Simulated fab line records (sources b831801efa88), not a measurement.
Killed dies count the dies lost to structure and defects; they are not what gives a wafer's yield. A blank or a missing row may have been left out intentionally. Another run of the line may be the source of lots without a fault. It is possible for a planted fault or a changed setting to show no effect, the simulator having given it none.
Chamber matching -- flow gf180mcu -- GF_V3_CMP_04 on cmp-02 has 4 sister chambers
The step polishes SiO2. 18 wafers are shown with their chamber, then 9 later ones without.

## EACH WAFER AND ITS CHAMBER
wafer,chamber,motorCurrentA (A),retainingRingPressureFrac,platenRpm (rpm)
L382.2,2,14.1,0.998,59.97
L382.3,3,12.9,1.005,60.07
L382.6,3,13.2,1.006,60.01
L386.1,1,10.6,1.003,60.01
L386.3,0,12.4,1.000,59.99
L386.4,3,13.9,0.999,60.03
L387.1,2,14.5,1.005,59.97
L387.3,3,14.6,0.997,60.03
L387.6,0,12.2,0.998,60.01
L388.1,2,13.7,1.001,59.95
L388.3,3,13.9,0.994,59.91
L388.6,0,12.0,1.010,59.98
L391.4,3,12.7,0.993,60.03
L391.5,2,14.3,1.004,60.08
L391.6,1,10.9,1.001,59.90
L392.1,3,13.6,0.999,59.92
L392.2,2,14.4,1.001,60.04
L392.3,1,10.6,1.008,59.97

SIGNATURES (means of the wafers above)
reading,chamber 0,chamber 1,chamber 2,chamber 3,scatter within a chamber
motorCurrentA,12.200,10.700,14.200,13.543,0.475
retainingRingPressureFrac,1.00267,1.00400,1.00180,0.99900,0.00455
platenRpm,59.9933,59.9600,60.0020,60.0000,0.0542
Rule: distance of a wafer from a chamber = root of the sum over the readings of ((wafer's reading minus chamber's mean) / reading's scatter) squared. The wafer belongs to the nearest chamber; if the next one is less than 2 further off, it can't be placed. The scatter is the square root of a quotient: the sum, over the shown wafers, of each reading's squared deviation from its chamber's mean, divided by wafers minus chambers.

## WAFERS WITHOUT THEIR CHAMBER
wafer,motorCurrentA (A),retainingRingPressureFrac,platenRpm (rpm)
L395.1,11.4,1.007,59.97
L395.3,14.7,1.007,59.94
L395.4,13.8,1.008,60.00
L396.2,13.8,0.994,59.99
L396.4,13.8,0.992,59.99
L396.6,13.6,0.999,59.99
L405.3,13.7,0.992,60.00
L405.4,12.4,1.005,60.05
L405.5,11.2,0.997,59.97

## WHICH CHAMBER EACH ONE RAN IN
wafer,from the rows above,in truth
L395.1,can't be placed: 1 or 0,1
L395.3,can't be placed: 2 or 3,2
L395.4,can't be placed: 2 or 3 or 0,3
L396.2,can't be placed: 3 or 2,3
L396.4,can't be placed: 3 or 2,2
L396.6,can't be placed: 3 or 2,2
L405.3,can't be placed: 3 or 2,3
L405.4,can't be placed: 0 or 3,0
L405.5,can't be placed: 1 or 0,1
Placed correctly: 0 of 9. Can't be placed from these rows: 9 (the true chamber is among the candidates in 9). Number placed wrongly: 0.
